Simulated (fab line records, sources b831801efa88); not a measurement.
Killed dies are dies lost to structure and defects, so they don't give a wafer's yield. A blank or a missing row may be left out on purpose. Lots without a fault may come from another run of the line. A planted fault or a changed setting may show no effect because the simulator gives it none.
fab line records | flow gf180mcu | part 1 of 2: steps 1 to 34 of 47
record lots=5 wafers=15 last_day=34
route steps=602 shown VT_IMPLANT@103 MVSD@136 NWELL@137 LVPWELL@138 MVPSD@139 DUAL_GATE@141
lots that met no fault: from a run of the same line without faults
start_h: hours from the record's first day to the start of the lot's first wafer shown | wait_h: hours since the lot's step before | " the same as in the row above | L1.1+2: a row that stands for several wafers | - no value, or no start given | * or withheld: withheld | < > ~ a bound
route shown NAME@n: a module of which the file shows steps, and the number in the route of the first | usual: mean/standard deviation of fault-free wafers | same: alike in all rows | chamber/n: place in a boat | sites: the reading at each site | _std_site: their standard deviation | _edge_site: outer sites' mean less inner sites' | radius_mm: how far each site lies from the wafer's centre | mask NAME#n: copy n | behind: the tool/chamber that last shaped the wafer | hold: why the lot was held/for how many hours/how that ended | device: the transistor (n, p or np) that didn't switch | end of line: the same wafers' tests at the end of the route | a step without rows: its recipe alone | killed: dies lost to structure and defects at the first sort, not the wafer's yield | map: a wafer's dies, x killed, . not, _ none there
set.NAME: the setting as run; set.NAME@STEP: as run at that earlier step | model.NAME: the simulator's own value behind a step, which no gauge read
lots at some steps of the route; a table a step, a row a wafer
services: from which hour (start_h, from the record's first day; less than 0 if before it) a tool's chamber was out of use, for how many hours, and why
## steps
# step GF_VT_IMPLANT_COAT_13
# recipe resist=NOVOLAK spin_rpm=3000 resist_thk_nm=1000
# columns lot.wafer tool chamber start_h wait_h
L075.1+3+5 litho_track-03 0 120.02 0.1
L082.2+3+5 litho_track-02 0 169.24 0.1
L089.1+3+5 litho_track-02 0 224.06 0.1
L093.1+4+6 litho_track-04 0 245.32 0.1
L096.1+4+5 litho_track-04 0 254.32 0.1
# step GF_VT_IMPLANT_SOFTBAKE_14
# recipe temp_c=90 time_s=60 resist=NOVOLAK
# same time_s=60
# columns lot.wafer tool chamber start_h wait_h
L075.1+3+5 litho_track-03 0 120.17 0.1
L082.2+3+5 litho_track-02 0 169.39 0.1
L089.1+3+5 litho_track-02 0 224.21 0.1
L093.1+4+6 litho_track-04 0 245.47 0.1
L096.1+4+5 litho_track-04 0 254.47 0.1
# step GF_VT_IMPLANT_EXPOSE_15
# recipe mask_id=Nwell_LV_AREA target_cd_nm=860 na=0.6 source_shape=conventional sigma_outer=0.6 dose_mj=140
# columns lot.wafer tool chamber start_h wait_h mask
L075.1+3+5 iline_stepper-02 0 - - Nwell_LV_AREA#0
L082.2+3+5 iline_stepper-01 0 - - Nwell_LV_AREA#0
L089.1+3+5 iline_stepper-01 0 - - Nwell_LV_AREA#0
L093.1+4+6 iline_stepper-02 0 - - Nwell_LV_AREA#0
L096.1+4+5 iline_stepper-02 0 - - Nwell_LV_AREA#0
# step GF_VT_IMPLANT_PEB_16
# recipe temp_c=withheld time_s=* resist=NOVOLAK
# same time_s=*
# columns lot.wafer tool chamber start_h wait_h
L075.1+3+5 litho_track-03 0 - -
L082.2+3+5 litho_track-03 0 - -
L089.1+3+5 litho_track-03 0 - -
L093.1+4+6 litho_track-03 0 - -
L096.1+4+5 litho_track-03 0 - -
# step GF_VT_IMPLANT_DEVELOP_17
# recipe develop_time_s=60 dev_temp_c=23
# columns lot.wafer tool chamber start_h wait_h
L075.1+3+5 litho_track-03 0 126.12 0.1
L082.2+3+5 litho_track-03 0 177.04 0.1
L089.1+3+5 litho_track-03 0 233.77 0.1
L093.1+4+6 litho_track-03 0 254.51 0.1
L096.1+4+5 litho_track-03 0 263.81 0.1
# step GF_VT_IMPLANT_OVL_MEAS_18
# usual VT_IMPLANT_01_OVL=-0.3/1.5
# columns lot.wafer tool chamber start_h wait_h VT_IMPLANT_01_OVL[nm]
L075.1 overlay-02 - 126.27 0.1 -1.2
L075.3 " - " " -1.8
L075.5 " - " " -0.9
L082.2 overlay-01 - 177.17 0.1 1.6
L082.3 " - " " 0.9
L082.5 " - " " 2.2
L089.1 overlay-02 - 233.92 0.1 -1.8
L089.3 " - " " -0.7
L089.5 " - " " -2.1
L093.1 overlay-01 - 254.66 0.1 -1.8
L093.4 " - " " -2.9
L093.6 " - " " -1.0
L096.1 overlay-01 - 263.96 0.1 -2.7
L096.4 " - " " -3.3
L096.5 " - " " -3.1
# step GF_VT_IMPLANT_IMPLANT_19
# recipe species=As energy_kev=100 dose_cm2=4.35e+12 tilt_deg=7
# columns lot.wafer tool chamber start_h wait_h
L075.1+3+5 implanter-01 0 126.30 0.0
L082.2+3+5 implanter-04 0 177.23 0.0
L089.1+3+5 implanter-01 0 233.95 0.0
L093.1+4+6 implanter-01 0 254.70 0.0
L096.1+4+5 implanter-02 0 264.00 0.0
# step GF_VT_IMPLANT_STRIP_20
# recipe chemistry=O2/N2 power_w=1400 pressure_mtorr=1500 platen_temp_c=250 o2_flow_sccm=3000 n2_flow_sccm=300 overash_fraction=0.5
# usual chamber_pressure_mTorr=1500.1/1.3 drypump_motor_current_A=5.5/0.42 heater_power_w=335/28 oes_product_au=0.716/0.0044 strip_time_to_endpoint_s=12.644/0.03
# columns lot.wafer tool chamber start_h wait_h chamber_pressure_mTorr drypump_motor_current_A heater_power_w oes_product_au rf_hours_counter_h strip_time_to_endpoint_s
L075.1 plasma_asher-02 0 126.45 0.1 1499.3 4.8 317 0.718 33 12.626
L075.3 " 0 " " 1500.2 4.8 314 0.716 - 12.650
L075.5 " 1 " " 1500.0 5.7 349 0.723 - 12.657
L082.2 plasma_asher-04 0 177.35 0.1 1499.8 5.8 319 0.714 6 12.616
L082.3 " 0 " " 1499.5 5.7 309 0.722 - 12.708
L082.5 " 0 " " 1498.0 5.7 306 0.719 - 12.649
L089.1 plasma_asher-04 0 234.10 0.1 1499.0 5.7 305 0.712 13 12.603
L089.3 " 0 " " 1500.1 5.7 303 0.712 - 12.629
L089.5 " 1 " " 1501.9 5.2 362 0.708 - 12.620
L093.1 plasma_asher-02 0 254.85 0.1 1500.4 4.8 311 0.716 47 12.647
L093.4 " 0 " " 1500.3 4.8 304 0.716 - 12.654
L093.6 " 1 " " 1499.3 5.6 347 0.719 - 12.627
L096.1 plasma_asher-02 0 264.15 0.1 1502.1 4.8 306 0.719 48 12.639
L096.4 " 0 " " 1498.0 4.8 310 0.711 - 12.621
L096.5 " 1 " " 1499.2 5.6 348 0.720 - 12.592
# step GF_VT_IMPLANT_TW_MEAS_21
# usual VT_IMPLANT_2_TW=1217/7
# columns lot.wafer tool chamber start_h wait_h VT_IMPLANT_2_TW
L075.1 film_metro-02 - 126.58 0.1 1215
L075.3 " - " " 1225
L075.5 " - " " 1223
L082.2 film_metro-02 - 177.46 0.1 1217
L082.3 " - " " 1213
L082.5 " - " " 1212
L089.1 film_metro-02 - 234.20 0.1 1210
L089.3 " - " " 1209
L089.5 " - " " 1214
L093.1 film_metro-02 - 254.95 0.1 1232
L093.4 " - " " 1230
L093.6 " - " " 1225
L096.1 film_metro-01 - 264.25 0.1 1216
L096.4 " - " " 1222
L096.5 " - " " 1220
# step GF_VT_IMPLANT_DEHYDRATE_22
# recipe temp_c=200 time_s=60
# same time_s=60
# columns lot.wafer tool chamber start_h wait_h
L075.1+3+5 litho_track-02 0 132.67 6.1
L082.2+3+5 litho_track-04 0 185.10 7.6
L089.1+3+5 litho_track-03 0 242.51 8.3
L093.1+4+6 litho_track-04 0 263.77 8.8
L096.1+4+5 litho_track-04 0 273.32 9.1
# step GF_VT_IMPLANT_HMDS_23
# recipe prime_time_s=60 prime_temp_c=120
# columns lot.wafer tool chamber start_h wait_h
L075.1+3+5 litho_track-02 0 132.82 0.1
L082.2+3+5 litho_track-04 0 185.25 0.1
L089.1+3+5 litho_track-03 0 242.66 0.1
L093.1+4+6 litho_track-04 0 263.92 0.1
L096.1+4+5 litho_track-04 0 273.47 0.1
# step GF_VT_IMPLANT_COAT_24
# recipe resist=NOVOLAK spin_rpm=3000 resist_thk_nm=1000
# columns lot.wafer tool chamber start_h wait_h
L075.1+3+5 litho_track-02 0 132.97 0.1
L082.2+3+5 litho_track-04 0 185.40 0.1
L089.1+3+5 litho_track-03 0 242.81 0.1
L093.1+4+6 litho_track-04 0 264.07 0.1
L096.1+4+5 litho_track-04 0 273.62 0.1
# step GF_VT_IMPLANT_SOFTBAKE_25
# recipe temp_c=90 time_s=60 resist=NOVOLAK
# same time_s=60
# columns lot.wafer tool chamber start_h wait_h
L075.1+3+5 litho_track-02 0 133.12 0.1
L082.2+3+5 litho_track-04 0 185.55 0.1
L089.1+3+5 litho_track-03 0 242.96 0.1
L093.1+4+6 litho_track-04 0 264.22 0.1
L096.1+4+5 litho_track-04 0 273.77 0.1
# step GF_VT_IMPLANT_EXPOSE_26
# recipe mask_id=LVPWELL_HV_AREA target_cd_nm=860 na=0.6 source_shape=conventional sigma_outer=0.6 dose_mj=140
# columns lot.wafer tool chamber start_h wait_h mask
L075.1+3+5 iline_stepper-01 0 - - LVPWELL_HV_AREA#0
L082.2+3+5 iline_stepper-01 0 - - LVPWELL_HV_AREA#0
L089.1+3+5 iline_stepper-01 0 - - LVPWELL_HV_AREA#0
L093.1+4+6 iline_stepper-02 0 - - LVPWELL_HV_AREA#0
L096.1+4+5 iline_stepper-01 0 - - LVPWELL_HV_AREA#0
# step GF_VT_IMPLANT_PEB_27
# recipe temp_c=withheld time_s=* resist=NOVOLAK
# same time_s=*
# columns lot.wafer tool chamber start_h wait_h
L075.1+3+5 litho_track-02 0 - -
L082.2+3+5 litho_track-03 0 - -
L089.1+3+5 litho_track-04 0 - -
L093.1+4+6 litho_track-03 0 - -
L096.1+4+5 litho_track-04 0 - -
# step GF_VT_IMPLANT_DEVELOP_28
# recipe develop_time_s=60 dev_temp_c=23
# columns lot.wafer tool chamber start_h wait_h
L075.1+3+5 litho_track-02 0 140.32 0.1
L082.2+3+5 litho_track-03 0 193.74 0.1
L089.1+3+5 litho_track-04 0 251.87 0.1
L093.1+4+6 litho_track-03 0 273.96 0.1
L096.1+4+5 litho_track-04 0 283.42 0.1
# step GF_VT_IMPLANT_OVL_MEAS_29
# usual VT_IMPLANT_02_OVL=0.6/1.4
# columns lot.wafer tool chamber start_h wait_h VT_IMPLANT_02_OVL[nm]
L075.1 overlay-01 - 140.47 0.1 -2.6
L075.3 " - " " -4.1
L075.5 " - " " -2.0
L082.2 overlay-02 - 193.87 0.1 1.3
L082.3 " - " " -0.5
L082.5 " - " " -0.1
L089.1 overlay-02 - 252.02 0.1 1.3
L089.3 " - " " 0.2
L089.5 " - " " 1.9
L093.1 overlay-02 - 274.11 0.1 -0.7
L093.4 " - " " 0.0
L093.6 " - " " 0.5
L096.1 overlay-02 - 283.57 0.1 1.7
L096.4 " - " " 2.4
L096.5 " - " " 1.8
# step GF_VT_IMPLANT_IMPLANT_30
# recipe species=B energy_kev=25 dose_cm2=2.534e+12 tilt_deg=7
# columns lot.wafer tool chamber start_h wait_h
L075.1+3+5 implanter-01 0 140.51 0.0
L082.2+3+5 implanter-04 0 193.93 0.0
L089.1+3+5 implanter-02 0 252.06 0.0
L093.1+4+6 implanter-02 0 274.15 0.0
L096.1+4+5 implanter-01 0 283.61 0.0
# step GF_VT_IMPLANT_STRIP_31
# recipe chemistry=O2/N2 power_w=1400 pressure_mtorr=1500 platen_temp_c=250 o2_flow_sccm=3000 n2_flow_sccm=300 overash_fraction=0.5
# usual chamber_pressure_mTorr=1499.9/1.4 drypump_motor_current_A=5.7/0.35 heater_power_w=335/28 oes_product_au=0.717/0.005 strip_time_to_endpoint_s=12.64/0.035
# columns lot.wafer tool chamber start_h wait_h chamber_pressure_mTorr drypump_motor_current_A heater_power_w oes_product_au rf_hours_counter_h strip_time_to_endpoint_s
L075.1 plasma_asher-03 0 140.66 0.1 1500.4 5.9 306 0.711 43 12.68
L075.3 " 1 " " 1502.5 6.0 355 0.716 - 12.68
L075.5 " 1 " " 1503.3 6.0 360 0.711 - 12.67
L082.2 plasma_asher-04 0 194.05 0.1 1496.8 5.8 314 0.716 8 12.61
L082.3 " 0 " " 1500.9 5.8 304 0.712 - 12.63
L082.5 " 0 " " 1501.1 5.7 316 0.710 - 12.62
L089.1 plasma_asher-03 1 252.21 0.1 1499.8 6.0 360 0.720 54 12.68
L089.3 " 1 " " 1501.1 6.0 368 0.722 - 12.71
L089.5 " 0 " " 1500.9 5.9 301 0.712 - 12.69
L093.1 plasma_asher-03 0 274.30 0.1 1499.4 5.9 301 0.721 56 12.65
L093.4 " 0 " " 1501.0 5.9 305 0.718 - 12.64
L093.6 " 0 " " 1498.2 5.9 308 0.723 - 12.64
L096.1 plasma_asher-03 0 283.76 0.1 1500.2 5.9 309 0.713 57 12.63
L096.4 " 0 " " 1501.6 5.9 306 0.709 - 12.63
L096.5 " 1 " " 1498.6 6.0 353 0.717 - 12.63
# step GF_VT_IMPLANT_TW_MEAS_32
# usual VT_IMPLANT_3_TW=269.0/1.7
# columns lot.wafer tool chamber start_h wait_h VT_IMPLANT_3_TW
L075.1 film_metro-01 - 140.76 0.1 267.4
L075.3 " - " " 267.4
L075.5 " - " " 267.5
L082.2 film_metro-02 - 194.16 0.1 268.6
L082.3 " - " " 270.6
L082.5 " - " " 270.3
L089.1 film_metro-03 - 252.31 0.1 266.7
L089.3 " - " " 266.3
L089.5 " - " " 267.5
L093.1 film_metro-01 - 274.40 0.1 268.6
L093.4 " - " " 269.5
L093.6 " - " " 269.2
L096.1 film_metro-03 - 283.86 0.1 266.5
L096.4 " - " " 267.6
L096.5 " - " " 267.6
# step GF_VT_IMPLANT_DEHYDRATE_33
# recipe temp_c=200 time_s=60
# same time_s=60
# columns lot.wafer tool chamber start_h wait_h
L075.1+3+5 litho_track-02 0 147.27 6.5
L082.2+3+5 litho_track-03 0 201.29 7.1
L089.1+3+5 litho_track-02 0 261.56 9.2
L093.1+4+6 litho_track-02 0 284.01 9.6
L096.1+4+5 litho_track-02 0 293.16 9.3
# step GF_VT_IMPLANT_HMDS_34
# recipe prime_time_s=60 prime_temp_c=120
# columns lot.wafer tool chamber start_h wait_h
L075.1+3+5 litho_track-02 0 147.42 0.1
L082.2+3+5 litho_track-03 0 201.44 0.1
L089.1+3+5 litho_track-02 0 261.71 0.1
L093.1+4+6 litho_track-02 0 284.16 0.1
L096.1+4+5 litho_track-02 0 293.31 0.1
# step GF_VT_IMPLANT_COAT_35
# recipe resist=NOVOLAK spin_rpm=3000 resist_thk_nm=1000
# columns lot.wafer tool chamber start_h wait_h
L075.1+3+5 litho_track-02 0 147.57 0.1
L082.2+3+5 litho_track-03 0 201.59 0.1
L089.1+3+5 litho_track-02 0 261.86 0.1
L093.1+4+6 litho_track-02 0 284.31 0.1
L096.1+4+5 litho_track-02 0 293.46 0.1
# step GF_VT_IMPLANT_SOFTBAKE_36
# recipe temp_c=90 time_s=60 resist=NOVOLAK
# same time_s=60
# columns lot.wafer tool chamber start_h wait_h
L075.1+3+5 litho_track-02 0 147.72 0.1
L082.2+3+5 litho_track-03 0 201.74 0.1
L089.1+3+5 litho_track-02 0 262.01 0.1
L093.1+4+6 litho_track-02 0 284.46 0.1
L096.1+4+5 litho_track-02 0 293.61 0.1
# step GF_VT_IMPLANT_EXPOSE_37
# recipe mask_id=Nwell_HV_AREA target_cd_nm=860 na=0.6 source_shape=conventional sigma_outer=0.6 dose_mj=140
# columns lot.wafer tool chamber start_h wait_h mask
L075.1+3+5 iline_stepper-02 0 - - Nwell_HV_AREA#0
L082.2+3+5 iline_stepper-01 0 - - Nwell_HV_AREA#0
L089.1+3+5 iline_stepper-02 0 - - Nwell_HV_AREA#0
L093.1+4+6 iline_stepper-01 0 - - Nwell_HV_AREA#0
L096.1+4+5 iline_stepper-02 0 - - Nwell_HV_AREA#0
# step GF_VT_IMPLANT_PEB_38
# recipe temp_c=withheld time_s=* resist=NOVOLAK
# same time_s=*
# columns lot.wafer tool chamber start_h wait_h
L075.1+3+5 litho_track-03 0 - -
L082.2+3+5 litho_track-03 0 - -
L089.1+3+5 litho_track-02 0 - -
L093.1+4+6 litho_track-03 0 - -
L096.1+4+5 litho_track-03 0 - -
# step GF_VT_IMPLANT_DEVELOP_39
# recipe develop_time_s=60 dev_temp_c=23
# columns lot.wafer tool chamber start_h wait_h
L075.1+3+5 litho_track-03 0 155.22 0.1
L082.2+3+5 litho_track-03 0 209.64 0.1
L089.1+3+5 litho_track-02 0 271.31 0.1
L093.1+4+6 litho_track-03 0 294.01 0.1
L096.1+4+5 litho_track-03 0 303.21 0.1
# step GF_VT_IMPLANT_OVL_MEAS_40
# usual VT_IMPLANT_03_OVL=-0.2/2
# columns lot.wafer tool chamber start_h wait_h VT_IMPLANT_03_OVL[nm]
L075.1 overlay-01 - 155.37 0.1 0.3
L075.3 " - " " 1.2
L075.5 " - " " -1.2
L082.2 overlay-02 - 209.77 0.1 2.8
L082.3 " - " " 2.3
L082.5 " - " " 2.5
L089.1 overlay-02 - 271.46 0.1 0.3
L089.3 " - " " -0.2
L089.5 " - " " 1.7
L093.1 overlay-01 - 294.16 0.1 2.3
L093.4 " - " " 1.6
L093.6 " - " " 1.2
L096.1 overlay-01 - 303.36 0.1 -2.2
L096.4 " - " " -2.0
L096.5 " - " " -1.6
# step GF_VT_IMPLANT_IMPLANT_41
# recipe species=As energy_kev=70 dose_cm2=1.013e+12 tilt_deg=7
# columns lot.wafer tool chamber start_h wait_h
L075.1+3+5 implanter-02 0 155.40 0.0
L082.2+3+5 implanter-02 0 209.83 0.0
L089.1+3+5 implanter-01 0 271.50 0.0
L093.1+4+6 implanter-02 0 294.20 0.0
L096.1+4+5 implanter-01 0 303.40 0.0
# step GF_VT_IMPLANT_STRIP_42
# recipe chemistry=O2/N2 power_w=1400 pressure_mtorr=1500 platen_temp_c=250 o2_flow_sccm=3000 n2_flow_sccm=300 overash_fraction=0.5
# usual chamber_pressure_mTorr=1500.0/1.4 drypump_motor_current_A=5.5/0.44 heater_power_w=334/26 oes_product_au=0.716/0.0045 strip_time_to_endpoint_s=12.64/0.033
# columns lot.wafer tool chamber start_h wait_h chamber_pressure_mTorr drypump_motor_current_A heater_power_w oes_product_au rf_hours_counter_h strip_time_to_endpoint_s
L075.1 plasma_asher-02 0 155.55 0.1 1501.2 4.8 308 0.709 37 12.67
L075.3 " 0 " " 1500.4 4.8 317 0.711 - 12.64
L075.5 " 1 " " 1498.9 5.6 346 0.711 - 12.65
L082.2 plasma_asher-04 0 209.95 0.1 1500.1 5.7 305 0.715 10 12.63
L082.3 " 0 " " 1499.0 5.7 313 0.715 - 12.62
L082.5 " 1 " " 1500.6 5.2 377 0.712 - 12.60
L089.1 plasma_asher-04 1 271.65 0.1 1500.0 5.2 383 0.723 17 12.67
L089.3 " 0 " " 1498.6 5.7 312 0.712 - 12.66
L089.5 " 1 " " 1500.0 5.2 379 0.724 - 12.67
L093.1 plasma_asher-02 1 294.35 0.1 1496.0 5.6 355 0.718 49 12.65
L093.4 " 0 " " 1498.1 4.8 304 0.712 - 12.69
L093.6 " 0 " " 1500.3 4.8 323 0.717 - 12.67
L096.1 plasma_asher-02 0 303.55 0.1 1498.4 4.8 315 0.714 50 12.65
L096.4 " 0 " " 1501.8 4.8 313 0.719 - 12.62
L096.5 " 1 " " 1502.7 5.6 350 0.717 - 12.71
# step GF_VT_IMPLANT_TW_MEAS_43
# usual VT_IMPLANT_4_TW=693/3.5
# columns lot.wafer tool chamber start_h wait_h VT_IMPLANT_4_TW
L075.1 film_metro-02 - 155.65 0.1 695
L075.3 " - " " 697
L075.5 " - " " 699
L082.2 film_metro-01 - 210.06 0.1 691
L082.3 " - " " 692
L082.5 " - " " 691
L089.1 film_metro-02 - 271.75 0.1 701
L089.3 " - " " 698
L089.5 " - " " 698
L093.1 film_metro-01 - 294.45 0.1 692
L093.4 " - " " 695
L093.6 " - " " 694
L096.1 film_metro-01 - 303.65 0.1 694
L096.4 " - " " 692
L096.5 " - " " 692
# step GF_VT_IMPLANT_CLEAN_44
# recipe chemistry=SC1/SC2 mix=1:4:20 temp_c=70 time_s=150 dry=n2_spin
# same time_s=150
# columns lot.wafer tool chamber start_h wait_h
L075.1+3+5 wet_bench-03 2 155.71 0.1
L082.2+3+5 wet_bench-04 1 210.11 0.0
L089.1+3+5 wet_bench-03 0 271.81 0.1
L093.1+4+6 wet_bench-01 3 294.51 0.1
L096.1+4+5 wet_bench-01 2 303.71 0.1
# step GF_VT_IMPLANT_RTA_45
# recipe temp_c=1050 time_s=30 ambient=N2
# usual lamp_power_pct=36.0/2.6 wafer_temp_C_max=1052.9/0.73
# same time_s=30
# columns lot.wafer tool chamber start_h wait_h lamp_power_pct wafer_temp_C_max
L075.1 rtp_anneal-01 0 155.76 0.0 37.9 1053.3
L075.3 " 0 " " 37.9 1052.4
L075.5 " 0 " " 38.0 1053.0
L082.2 rtp_anneal-01 0 210.18 0.0 37.9 1052.4
L082.3 " 0 " " 38.0 1052.2
L082.5 " 0 " " 37.9 1052.9
L089.1 rtp_anneal-01 0 271.86 0.0 38.0 1051.9
L089.3 " 0 " " 38.0 1052.5
L089.5 " 0 " " 37.9 1051.9
L093.1 rtp_anneal-01 0 294.56 0.0 37.9 1052.8
L093.4 " 0 " " 38.0 1052.3
L093.6 " 0 " " 38.0 1052.5
L096.1 rtp_anneal-02 0 303.76 0.0 32.7 1053.9
L096.4 " 0 " " 32.7 1052.9
L096.5 " 0 " " 32.7 1053.2
# step GF_VT_IMPLANT_RS_MEAS_46
# recipe thk_meas_gauge=four-point-probe
# usual MVSD_RS=456.4/1.1
# columns lot.wafer tool chamber start_h wait_h MVSD_RS[ohm/sq]
L075.1 film_metro-03 - 155.86 0.1 457.0
L075.3 " - " " 456.2
L075.5 " - " " 456.8
L082.2 film_metro-04 - 210.28 0.1 455.8
L082.3 " - " " 455.0
L082.5 " - " " 456.5
L089.1 film_metro-01 - 271.96 0.1 455.9
L089.3 " - " " 455.9
L089.5 " - " " 456.1
L093.1 film_metro-04 - 294.66 0.1 456.9
L093.4 " - " " 456.4
L093.6 " - " " 456.3
L096.1 film_metro-04 - 303.86 0.1 454.2
L096.4 " - " " 453.7
L096.5 " - " " 454.3
